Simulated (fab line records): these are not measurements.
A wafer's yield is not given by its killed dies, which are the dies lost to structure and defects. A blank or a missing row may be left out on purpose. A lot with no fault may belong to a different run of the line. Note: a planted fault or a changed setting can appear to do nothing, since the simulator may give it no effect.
Struck lot and sound lot, side by side + flow sky130 + 18 out of 708 route steps
Sound: these wafers, L243.2, L243.3, L243.5. Wafers L242.1, L242.2, L242.4 were the ones struck. The cause comes at the end.
For every step that has rows: the tool of each side, followed by ch and its chambers, followed by its first start. Under that, the readings that differ: sound wafers + struck wafers + difference of the means + sigmas: that difference in standard deviations of wafers without a fault.
alike: same words and numbers on both sides, and readings whose means sit less than 2 such deviations apart. not compared: any withheld reading, any reading some wafer has no value for, any bound like >300 that may hide the same value, and any number with overlapping values for which the record gives no deviation.
A row with sigmas, a row that says differs or no value, or rows on one side alone: a step with any of these is where the two part. Non-overlapping numbers with no deviation appear without sigmas and do not part them. Lack of a reading on every wafer of one side parts them only where that side has two or more wafers.

first, 3 steps without rows for these wafers: SKY_LI_CONTACT_EXPOSE_09 (exposes mask LICM1, target cd 170 nm); SKY_LI_CONTACT_PEB_10; SKY_LI_CONTACT_DEVELOP_11 (develop time 60 s).
SKY_LI_CONTACT_CD_MEAS_12 targets a cd of 170 nm.
  sound on cd-sem-01, day 33 06:31; struck on cd-sem-02, day 33 10:06
  alike: cd-nm
SKY_LI_CONTACT_OVL_MEAS_13:
  sound on overlay-02, day 33 06:37; struck on overlay-01, day 33 10:13
  alike: LI_CONTACT_OVL
SKY_LI_CONTACT_ETCH_14: etches BARC in N2/H2, stops on SiO2, time 45.9 s, target depth 60 nm.
  sound on rie-diel-03 ch 1,2,3, day 33 06:39; struck on rie-diel-03 ch 0,1,3, day 33 10:15
| reading                | sound                | struck               | difference | sigmas |
|------------------------|----------------------|----------------------|------------|--------|
| throttle-valve-pct (%) | 13.210 13.238 13.212 | 13.228 13.242 13.244 | +0.018     | +2     |
  alike: drypump-motor-current-A, h2-flow-sccm, oes-product-au
  not compared: rf-hours-counter-h
SKY_LI_CONTACT_ETCH_15: etches PSG in C4F8/O2/Ar, stops on Si, target depth 600 nm.
  sound on rie-diel-03 ch 1,2,3, day 33 06:41; struck on rie-diel-03 ch 0,1,3, day 33 10:17
  alike: oes-product-au
SKY_LI_CONTACT_STRIP_16: strips in O2/N2.
  sound on plasma-asher-02 ch 1, day 33 06:47; struck on plasma-asher-01 ch 0,1, day 33 10:23
  alike: drypump-motor-current-A, oes-product-au, strip-time-to-endpoint-s
  not compared: rf-hours-counter-h
then, 2 steps without rows for these wafers: SKY_LI_CONTACT_CLEAN_17 (cleans in NMP, time 600 s); SKY_LI_CONTACT_PRE_CLEAN_18 (time 5.6 s).
SKY_LI_CONTACT_SPUTTER_19: material Ti, target thk 20 nm, time 106.37 s.
  sound on pvd-sputter-04, day 33 07:04; struck on pvd-sputter-03, day 33 10:40
  alike: throttle-valve-pct
SKY_LI_CONTACT_SPUTTER_20: material TiN, target thk 20 nm, time 80 s.
  sound on pvd-sputter-04, day 33 07:09; struck on pvd-sputter-03, day 33 10:45
  alike: throttle-valve-pct
SKY_LI_CONTACT_CVD_21: deposits W, target thk 400 nm, time 120.56 s.
  sound on cvd-w-01 ch 0,1, day 33 07:13; struck on cvd-w-02 ch 0,1, day 33 10:49
| reading                                  | sound                | struck               | difference | sigmas |
|------------------------------------------|----------------------|----------------------|------------|--------|
| heater-power-w (W)                       | 894 933 932          | 878 743 763          | -125       | -2     |
| susceptor-temp-C (C)                     | 399.86 399.44 399.95 | 394.04 393.73 393.64 | -5.95      | -26    |
| model.W_of_LI_CONTACT_CVD_21.thk-nm (nm) | 402.7 402.7 402.6    | 356.3 352.4 352.3    | -49.0      |        |
SKY_LI_CONTACT_RS_MEAS_22: uses a four-point probe to measure.
  sound on film-metro-03, day 33 07:22; struck on film-metro-02, day 33 10:56
| reading                  | sound             | struck            | difference | sigmas |
|--------------------------|-------------------|-------------------|------------|--------|
| LI_CONTACT_W_RS (ohm/sq) | 0.282 0.283 0.283 | 0.320 0.324 0.324 | +0.040     | +11    |
SKY_LI_CONTACT_THK_MEAS_23: measures by xrf.
  sound on film-metro-03, day 33 07:28; struck on film-metro-02, day 33 11:04
| reading               | sound       | struck      | difference | sigmas |
|-----------------------|-------------|-------------|------------|--------|
| LI_CONTACT_W_THK (nm) | 415 419 413 | 363 360 361 | -54        | -7     |
SKY_LI_CONTACT_CMP_24: polishes, stops on PSG, t overpolish 20 s, target thk 0 nm.
  sound on cmp-01 ch 0,3, day 33 07:31; struck on cmp-02 ch 1,2,3, day 33 11:07
| reading                | sound    | struck   | difference | sigmas |
|------------------------|----------|----------|------------|--------|
| time-to-endpoint-s (s) | 94 98 92 | 81 81 82 | -13        | -3     |
  alike: motor-current-A
then, 1 step without rows for these wafers: SKY_LOCAL_INTERCONNECT_SPUTTER_00 (material TiN, target thk 100 nm, time 83.3 s).
SKY_PAD_OPEN_PROBE_99:
  sound wafers here have rows in the record (prober-02, day 48 15:41); struck ones have none

WHERE THEY PART
At SKY_LI_CONTACT_ETCH_14 first; at SKY_PAD_OPEN_PROBE_99 last (within this record only).

WHY: whatever the simulator had introduced
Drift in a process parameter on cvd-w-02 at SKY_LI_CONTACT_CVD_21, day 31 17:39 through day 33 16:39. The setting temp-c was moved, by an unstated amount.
